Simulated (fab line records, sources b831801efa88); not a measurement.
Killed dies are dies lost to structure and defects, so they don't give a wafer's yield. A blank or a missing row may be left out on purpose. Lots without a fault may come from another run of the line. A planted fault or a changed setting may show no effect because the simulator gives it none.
A struck lot beside a sound one | flow sky130 | 16 steps out of a route of 708
Sound: wafers L711.1, L711.3, L711.6. Struck: wafers L699.3, L699.4, L699.6. The cause comes at the end.
At each step with rows: each side's tool, then ch and its chambers, then its first start. Under that, the readings that differ: sound wafers | struck wafers | difference of the means | sigmas: that difference in standard deviations of wafers without a fault.
alike: readings whose means differ by less than 2 such deviations, and words and numbers that are the same on both sides. not compared: withheld readings, readings that some wafer has no value for, bounds like >300 that may hide the same value, and numbers for which the record gives no deviation and whose values overlap.
The two part at a step that has a row with sigmas, a row that says differs or no value, or rows on one side only. Numbers that don't overlap but have no deviation are shown without sigmas and don't part them. A reading that every wafer of one side lacks parts them only if that side has two wafers or more.

first, 3 steps without rows for these wafers: SKY_SONOS_TUNNEL_EXPOSE_04 (exposes mask TUNM, target cd 410 nm); SKY_SONOS_TUNNEL_PEB_05; SKY_SONOS_TUNNEL_DEVELOP_06 (develop time 60 s).
SKY_SONOS_TUNNEL_CD_MEAS_07: target cd 410 nm.
  sound on cd_sem-02, day 16 18:52; struck on cd_sem-01, day 12 21:58
  alike: cd_nm
SKY_SONOS_TUNNEL_OVL_MEAS_08:
  sound on overlay-02, day 16 18:59; struck on overlay-01, day 12 22:03
  alike: SONOS_TUNNEL_OVL
then, 3 steps without rows for these wafers: SKY_SONOS_TUNNEL_IMPLANT_09; SKY_SONOS_TUNNEL_WET_ETCH_10 (etches SiO2 in dHF, target depth 14 nm, time 280 s); SKY_SONOS_TUNNEL_STRIP_11 (strips in SPM, time 600 s).
SKY_SONOS_TUNNEL_TW_MEAS_12:
  sound on film_metro-02, day 16 19:25; struck on film_metro-03, day 12 22:31
  alike: SONOS_TUNNEL_TW
then, 2 steps without rows for these wafers: SKY_SONOS_TUNNEL_CLEAN_13 (cleans in dHF, time 20 s); SKY_SONOS_ONO_OXIDATION_00 (stabilise 600 s, purge 300 s, target thk 2.6 nm).
SKY_SONOS_ONO_THK_MEAS_01:
  sound on film_metro-03, day 16 20:50; struck on film_metro-01, day 13 08:22
  reading                      | sound          | struck         | difference | sigmas
  SONOS_ONO_OXIDATION_THK (nm) | 2.53 2.57 2.54 | 2.70 2.70 2.65 | +0.14      | +3
SKY_SONOS_ONO_CVD_02: deposits Si3N4 from DCS/NH3, target thk 10.5 nm, time 180 s.
  sound on lpcvd-02 ch 1, day 16 20:54; struck on lpcvd-02 ch 1, day 13 08:45
  reading                                     | sound             | struck           | difference | sigmas
  model.Si3N4_of_SONOS_ONO_CVD_02.thk_nm (nm) | 10.23 10.37 10.35 | 12.11 11.97 12.1 | +1.74      |
  alike: spike_tc_upper_C
SKY_SONOS_ONO_THK_MEAS_03:
  sound on film_metro-03, day 16 21:57; struck on film_metro-03, day 13 09:49
  reading                   | sound             | struck            | difference | sigmas
  SONOS_ONO_CVD_02_THK (nm) | 10.21 10.35 10.35 | 12.09 11.95 12.09 | +1.74      | +15
then, 1 step without rows for these wafers: SKY_SONOS_ONO_CVD_04 (deposits SiO2 from SiH4/N2O, target thk 5.7199 nm).
-- the record jumps here: 34 days lie between the struck wafers' starts before and after (it left off in module SONOS_ONO and takes up again in module PAD_OPEN, whose first step shown is number 708 of the route) --
SKY_PAD_OPEN_PROBE_99:
  sound on prober-01, day 49 20:22; struck on prober-01, day 47 08:47
  reading                                     | sound                | struck              | difference | sigmas
  model.etest.sonos_erased.drive_ua_um        | 187.8 214.7 195.8    | 153.9 146.6 152.2   | -48.5      |
  model.etest.sonos_uncharged.r_on_ohm_um     | 810.3 798.3 823.5    | 833.3 834.1 834.8   | +23.4      |
  model.etest.cap_ono.gate_log10_a_cm2        | -7.632 -7.843 -7.864 | -8.809 -8.75 -8.843 | -1.021     |
  model.etest.cap_ono.gate_bv_v (V)           | 16.1 16.38 16.49     | 16.72 16.92 16.87   | +0.51      |
  model.etest.cap_ono.tox_acc_nm (nm)         | 12.62 12.79 12.78    | 13.6 13.52 13.55    | +0.8       |
  model.etest.sonos_programmed.off_log10_a_um | -14.06 -13.96 -13.99 | -13.39 -13.8 -13.63 | +0.40      |
  model.etest.sonos_programmed.vt_v (V)       | 1.6 1.547 1.493      | 1.025 1.137 1.091   | -0.462     |
  model.etest.sonos_erased.vt_v (V)           | -2.368 -2.351 -2.318 | -1.918 -1.93 -1.94  | +0.416     |
  alike: killed_at_M0_to_M3, killed_at_M4_up, killed_at_contacts, killed_at_front_end, killed_at_other, killed_dies, killed_on_rim, killed_open, killed_short

WHERE THEY PART
First at SKY_SONOS_ONO_THK_MEAS_01; last, within this record, at SKY_SONOS_ONO_THK_MEAS_03. Later steps at which nothing parts them and some readings are alike: SKY_PAD_OPEN_PROBE_99.

WHY: what the simulator had put in
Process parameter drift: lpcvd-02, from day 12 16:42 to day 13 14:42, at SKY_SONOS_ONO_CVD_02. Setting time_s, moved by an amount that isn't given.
